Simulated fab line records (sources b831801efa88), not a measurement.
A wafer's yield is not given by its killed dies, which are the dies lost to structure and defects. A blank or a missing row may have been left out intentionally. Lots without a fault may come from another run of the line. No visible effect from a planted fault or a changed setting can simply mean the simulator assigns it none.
fab line records	flow sky130
record: lots: 11	wafers: 33	last_day: 50
route steps=708 shown METAL1@438 VIA1@461 PAD_OPEN@708
lots that met no fault: from a run of the same line without faults
start_h: start of the lot's first displayed wafer, in hours after the record's first day	wait_h: hours elapsed since this lot's preceding step	" unchanged from the row above	L1.1+2: one row covering several wafers at once	- value missing, or start not given	* or withheld: withheld	< > ~ a bound
route shown NAME@n: NAME is a module with steps in the file, n the number in the route of the first one	usual: mean/standard deviation of fault-free wafers	same: alike in all rows	chamber/n: place in a boat	sites: the reading at each site	_std_site: standard deviation of those values	_edge_site: inner sites' mean taken away from outer sites' mean	radius_mm: for every site, how far away it sits from the centre of the wafer	mask NAME#n: copy n	behind: the tool/chamber that last shaped the wafer	hold: cause of the lot's hold/its duration in hours/its outcome	device: which transistor (n, p or np) failed to switch	end of line: the same wafers' tests at the end of the route	for a step that has no rows: nothing shown but its recipe	killed: dies that structure and defects cost at the first sort, which is not the same as the wafer's yield	map: the dies of a wafer, with x for killed, . for not killed, _ for no die there
set.NAME: the setting the step ran with; set.NAME@STEP: the setting that earlier step ran with	model.NAME: the simulator's own value behind a step, which no gauge read
the route's steps for a sample of lots (tables are steps, rows are wafers)
services: the hour from which a tool's chamber was out of use, counted from the record's first day as start_h (under 0 if before that day), plus the number of hours and why
== steps ==
step: SKY_METAL1_SPUTTER_04
recipe: material: TiN	target_thk_nm: 70	power_w: 6500	time_s: 58.3	chamber_pressure_pa: 0.4
usual: throttle_valve_pct: 30.1/1
lot.wafer	tool	chamber	start_h	wait_h	throttle_valve_pct
L301.1	pvd_sputter-03	-	734.13	0.0	29.9
L301.3	"	-	"	"	29.3
L301.5	"	-	"	"	29.3
L303.2	pvd_sputter-03	-	752.03	0.0	30.0
L303.5	"	-	"	"	29.9
L303.6	"	-	"	"	30.6
L304.1	pvd_sputter-01	-	752.95	0.0	30.0
L304.4	"	-	"	"	30.0
L304.6	"	-	"	"	31.4
L306.2	pvd_sputter-04	-	775.32	0.0	29.4
L306.4	"	-	"	"	27.3
L306.5	"	-	"	"	31.1
L307.2	pvd_sputter-03	-	781.92	0.0	29.4
L307.3	"	-	"	"	30.0
L307.5	"	-	"	"	29.6
L310.2	pvd_sputter-03	-	820.38	0.0	30.6
L310.3	"	-	"	"	29.8
L310.5	"	-	"	"	29.2
L309.1	pvd_sputter-04	-	820.78	0.0	27.3
L309.2	"	-	"	"	31.1
L309.5	"	-	"	"	27.3
L312.2	pvd_sputter-01	-	822.75	0.0	31.7
L312.3	"	-	"	"	30.6
L312.6	"	-	"	"	29.9
L314.1	pvd_sputter-03	-	837.16	0.0	29.7
L314.2	"	-	"	"	30.1
L314.3	"	-	"	"	30.7
L322.1	pvd_sputter-04	-	886.30	0.0	27.3
L322.3	"	-	"	"	29.5
L322.5	"	-	"	"	29.5
L323.1	pvd_sputter-04	-	898.85	0.0	29.4
L323.3	"	-	"	"	27.6
L323.4	"	-	"	"	30.8
step: SKY_METAL1_THK_MEAS_06
recipe: thk_meas_gauge: xrf	reads: AlCu_of_METAL1_SPUTTER_02
usual: METAL1_ALCU_THK: 251/3.4
lot.wafer	tool	chamber	start_h	wait_h	METAL1_ALCU_THK[nm]
L301.1	film_metro-03	-	734.30	0.1	252
L301.3	"	-	"	"	254
L301.5	"	-	"	"	255
L303.2	film_metro-02	-	752.21	0.1	255
L303.5	"	-	"	"	255
L303.6	"	-	"	"	255
L304.1	film_metro-01	-	753.12	0.1	252
L304.4	"	-	"	"	249
L304.6	"	-	"	"	244
L306.2	film_metro-01	-	775.50	0.1	246
L306.4	"	-	"	"	248
L306.5	"	-	"	"	249
L307.2	film_metro-03	-	782.10	0.1	256
L307.3	"	-	"	"	257
L307.5	"	-	"	"	255
L310.2	film_metro-03	-	820.56	0.1	253
L310.3	"	-	"	"	253
L310.5	"	-	"	"	250
L309.1	film_metro-03	-	820.95	0.1	246
L309.2	"	-	"	"	253
L309.5	"	-	"	"	250
L312.2	film_metro-02	-	822.93	0.1	254
L312.3	"	-	"	"	252
L312.6	"	-	"	"	253
L314.1	film_metro-01	-	837.33	0.1	252
L314.2	"	-	"	"	251
L314.3	"	-	"	"	254
L322.1	film_metro-02	-	886.47	0.1	250
L322.3	"	-	"	"	236
L322.5	"	-	"	"	230
L323.1	film_metro-03	-	899.01	0.1	229
L323.3	"	-	"	"	247
L323.4	"	-	"	"	255
step: SKY_VIA1_BOW_MEAS_03
recipe: mode: bow
usual: VIA1_BOW: 80/7.3
lot.wafer	tool	chamber	start_h	wait_h	VIA1_BOW[um]
L301.1	film_metro-04	-	763.29	0.1	61
L301.3	"	-	"	"	76
L301.5	"	-	"	"	74
L303.2	film_metro-04	-	780.05	0.2	96
L303.5	"	-	"	"	83
L303.6	"	-	"	"	83
L304.1	film_metro-01	-	781.29	0.2	74
L304.4	"	-	"	"	73
L304.6	"	-	"	"	70
L306.2	film_metro-01	-	803.81	0.2	64
L306.4	"	-	"	"	80
L306.5	"	-	"	"	80
L307.2	film_metro-04	-	810.40	0.1	70
L307.3	"	-	"	"	91
L307.5	"	-	"	"	89
L310.2	film_metro-01	-	848.07	0.1	88
L310.3	"	-	"	"	73
L310.5	"	-	"	"	85
L309.1	film_metro-01	-	848.99	0.1	90
L309.2	"	-	"	"	90
L309.5	"	-	"	"	79
L312.2	film_metro-04	-	850.85	0.2	79
L312.3	"	-	"	"	82
L312.6	"	-	"	"	75
L314.1	film_metro-04	-	863.80	0.1	81
L314.2	"	-	"	"	85
L314.3	"	-	"	"	75
L322.1	film_metro-01	-	913.16	0.2	81
L322.3	"	-	"	"	83
L322.5	"	-	"	"	76
L323.1	film_metro-03	-	925.14	0.2	77
L323.3	"	-	"	"	80
L323.4	"	-	"	"	76
step: SKY_VIA1_STRIP_16
recipe: chemistry: O2/N2	power_w: 1400	pressure_mtorr: 1500	platen_temp_c: withheld	o2_flow_sccm: 3000	n2_flow_sccm: 300	overash_fraction: 0.5
usual: drypump_motor_current_A: 5.7/0.38	oes_product_au: 0.415/0.0046	strip_time_to_endpoint_s: 4.452/0.023
lot.wafer	tool	chamber	start_h	wait_h	drypump_motor_current_A	oes_product_au	rf_hours_counter_h	strip_time_to_endpoint_s
L301.1	plasma_asher-02	1	790.37	0.0	5.2	0.421	35	4.459
L301.3	"	0	"	"	6.3	0.414	-	4.483
L301.5	"	1	"	"	5.2	0.416	-	4.452
L303.2	plasma_asher-03	1	806.82	0.0	5.3	0.427	98	4.444
L303.5	"	1	"	"	5.3	0.411	-	4.461
L303.6	"	0	"	"	5.8	0.421	-	4.498
L304.1	plasma_asher-03	0	807.95	0.0	5.8	0.412	98	4.478
L304.4	"	0	"	"	5.8	0.415	-	4.463
L304.6	"	1	"	"	5.3	0.419	-	4.513
L306.2	plasma_asher-03	1	830.77	0.0	5.3	0.420	100	4.492
L306.4	"	0	"	"	5.8	0.409	-	4.437
L306.5	"	0	"	"	5.8	0.414	-	4.480
L307.2	plasma_asher-02	1	838.16	0.0	5.2	0.409	40	4.476
L307.3	"	1	"	"	5.2	0.410	-	4.435
L307.5	"	1	"	"	5.2	0.410	-	4.476
L310.2	plasma_asher-01	0	874.02	0.0	6.2	0.411	69	4.462
L310.3	"	1	"	"	5.5	0.429	-	4.464
L310.5	"	1	"	"	5.5	0.411	-	4.462
L309.1	plasma_asher-03	0	874.97	0.0	5.8	0.422	104	4.452
L309.2	"	1	"	"	5.3	0.423	104	4.482
L309.5	"	1	"	"	5.3	0.416	-	4.451
L312.2	plasma_asher-03	1	876.27	0.0	5.3	0.417	105	4.431
L312.3	"	1	"	"	5.3	0.414	-	4.483
L312.6	"	1	"	"	5.3	0.413	-	4.450
L314.1	plasma_asher-03	1	888.57	0.0	5.3	0.409	106	4.448
L314.2	"	0	"	"	5.8	0.412	106	4.468
L314.3	"	0	"	"	5.8	0.409	-	4.400
L322.1	plasma_asher-03	1	938.37	0.0	5.3	0.414	111	4.468
L322.3	"	0	"	"	5.8	0.411	-	4.476
L322.5	"	0	"	"	5.8	0.415	-	4.439
L323.1	plasma_asher-02	1	949.86	0.0	5.2	0.408	52	4.462
L323.3	"	1	"	"	5.2	0.418	-	4.437
L323.4	"	0	"	"	6.2	0.418	-	4.427
step: SKY_VIA1_THK_MEAS_23
recipe: thk_meas_gauge: xrf	reads: W_of_VIA1_CVD_21
usual: VIA1_W_THK: 264/5
lot.wafer	tool	chamber	start_h	wait_h	VIA1_W_THK[nm]
L301.1	film_metro-04	-	791.73	0.1	261
L301.3	"	-	"	"	258
L301.5	"	-	"	"	262
L303.2	film_metro-04	-	807.70	0.1	265
L303.5	"	-	"	"	269
L303.6	"	-	"	"	264
L304.1	film_metro-04	-	808.85	0.1	256
L304.4	"	-	"	"	261
L304.6	"	-	"	"	264
L306.2	film_metro-03	-	831.65	0.1	261
L306.4	"	-	"	"	261
L306.5	"	-	"	"	258
L307.2	film_metro-01	-	839.04	0.1	252
L307.3	"	-	"	"	257
L307.5	"	-	"	"	256
L310.2	film_metro-04	-	874.90	0.1	258
L310.3	"	-	"	"	260
L310.5	"	-	"	"	262
L309.1	film_metro-04	-	875.84	0.1	271
L309.2	"	-	"	"	269
L309.5	"	-	"	"	274
L312.2	film_metro-01	-	877.15	0.1	260
L312.3	"	-	"	"	257
L312.6	"	-	"	"	256
L314.1	film_metro-01	-	889.47	0.1	268
L314.2	"	-	"	"	269
L314.3	"	-	"	"	270
L322.1	film_metro-04	-	939.28	0.1	261
L322.3	"	-	"	"	264
L322.5	"	-	"	"	261
L323.1	film_metro-01	-	950.73	0.1	267
L323.3	"	-	"	"	266
L323.4	"	-	"	"	268
step: SKY_PAD_OPEN_PROBE_99
usual: defect_limited_yield: 82.5/1.9	killed_at_M0_to_M3: 43/6.4	killed_at_M4_up: 2.9/1.7	killed_at_contacts: 24/5	killed_at_front_end: 15/4	killed_at_other: 0.4/0.62	killed_dies: 86/9.3	killed_open: 47/6.8	killed_short: 38/5.8	sort_bin_3_pad_short: 0.9/0.42	sort_bin_5_function: 10.3/1.5	sort_bin_6_memory: 6.3/1.1	sort_n_pass: 406/9.3	sort_yield_pct: 82.5/1.9
same: gross_dies: 492	killed_at_back_side: 0	sort_bin_4_leakage[%]: 0	sort_bin_8_speed[%]: 0
lot.wafer	tool	chamber	start_h	wait_h	defect_limited_yield[%]	killed_at_M0_to_M3	killed_at_M4_up	killed_at_contacts	killed_at_front_end	killed_at_other	killed_dies	killed_open	killed_short	sort_bin_3_pad_short[%]	sort_bin_5_function[%]	sort_bin_6_memory[%]	sort_n_pass	sort_yield_pct[%]
L312.2	prober-02	-	1141.90	0.1	83.9	44	0	22	13	0	79	39	40	0.6	11.6	3.9	413	83.9
L312.3	prober-02	-	1141.95	0.2	85.4	38	3	21	10	0	72	45	27	0.2	10.4	4.1	420	85.4
L312.6	prober-02	-	1142.10	0.2	85.4	34	3	24	10	1	72	37	34	0.2	8.3	6.1	420	85.4
killed by level:class
L312.2 VIA1:geometric_particle:open=15 METAL1:geometric_particle:short=12 POLY_GATE:geometric_particle:short=6 CONTACT:geometric_particle:open=6 CONTACT:geometric_particle:short=5 LOCAL_INTERCONNECT:geometric_particle:short=4 LI_CONTACT:geometric_particle:open=4 METAL2:geometric_particle:short=3
L312.3 VIA1:geometric_particle:open=12 CONTACT:geometric_particle:open=9 VIA2:geometric_particle:open=6 METAL1:geometric_particle:short=5 METAL2:geometric_particle:short=4 LI_CONTACT:geometric_particle:open=4 CONTACT:geometric_particle:short=4 FIELD_ISO:geometric_particle:open=3
L312.6 CONTACT:geometric_particle:open=9 METAL2:geometric_particle:short=7 LI_CONTACT:geometric_particle:open=5 METAL1:geometric_particle:short=5 VIA2:geometric_particle:open=5 VIA3:geometric_particle:open=5 FIELD_ISO:geometric_particle:short=4 LOCAL_INTERCONNECT:geometric_particle:short=4
== services ==
tool	chamber	start_h	hours	kind
pvd_sputter-03	0	718.09	-	consumable_replace:kit
pvd_sputter-03	0	718.09	18.0	scheduled_down
pvd_sputter-03	0	718.09	18.0	vent_cycle
plasma_asher-02	-	718.73	1.0	repair
pvd_sputter-01	2	739.38	-	consumable_replace:kit
pvd_sputter-01	2	739.38	18.0	scheduled_down
pvd_sputter-01	2	739.38	18.0	vent_cycle
pvd_sputter-04	-	751.78	2.7	repair
plasma_asher-03	-	765.19	2.8	pm
plasma_asher-01	-	794.23	10.0	pm
pvd_sputter-03	-	825.22	1.5	repair
plasma_asher-01	-	827.18	2.3	repair
pvd_sputter-03	-	873.51	0.6	repair
pvd_sputter-04	-	886.36	7.0	repair
pvd_sputter-01	-	889.57	2.6	repair
pvd_sputter-03	3	907.84	-	consumable_replace:kit
pvd_sputter-03	3	907.84	18.0	scheduled_down
pvd_sputter-03	3	907.84	18.0	vent_cycle
pvd_sputter-04	-	916.22	3.0	repair
pvd_sputter-01	1	929.55	-	consumable_replace:kit
plasma_asher-03	-	930.60	2.6	repair
pvd_sputter-04	1	944.77	-	consumable_replace:kit
pvd_sputter-04	1	944.77	18.0	scheduled_down
pvd_sputter-04	1	944.77	18.0	vent_cycle
== key ==
first_sign: step: SKY_METAL1_THK_MEAS_06	reading: METAL1_ALCU_THK	direction: down	sigmas: 5.7	usual: 251	struck: 232
effect none on later readings
met_at SKY_METAL1_SPUTTER_04
struck_lots L322,L323
struck_wafers L322.3,L322.5,L323.1
not_acting_at SKY_VIA1_BOW_MEAS_03,SKY_VIA1_STRIP_16,SKY_VIA1_THK_MEAS_23
onset_between 775.32 886.30
fault: kind: process_parameter_drift	tool: pvd_sputter-04	chamber: -	onset_h: 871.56	steps: SKY_METAL1_SPUTTER_04	channel: target_thk_nm	offset: 35.458	shape: step	end_h: 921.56	acts_in: these_recipes_only	stated: 70	scope: struck_wafers_only
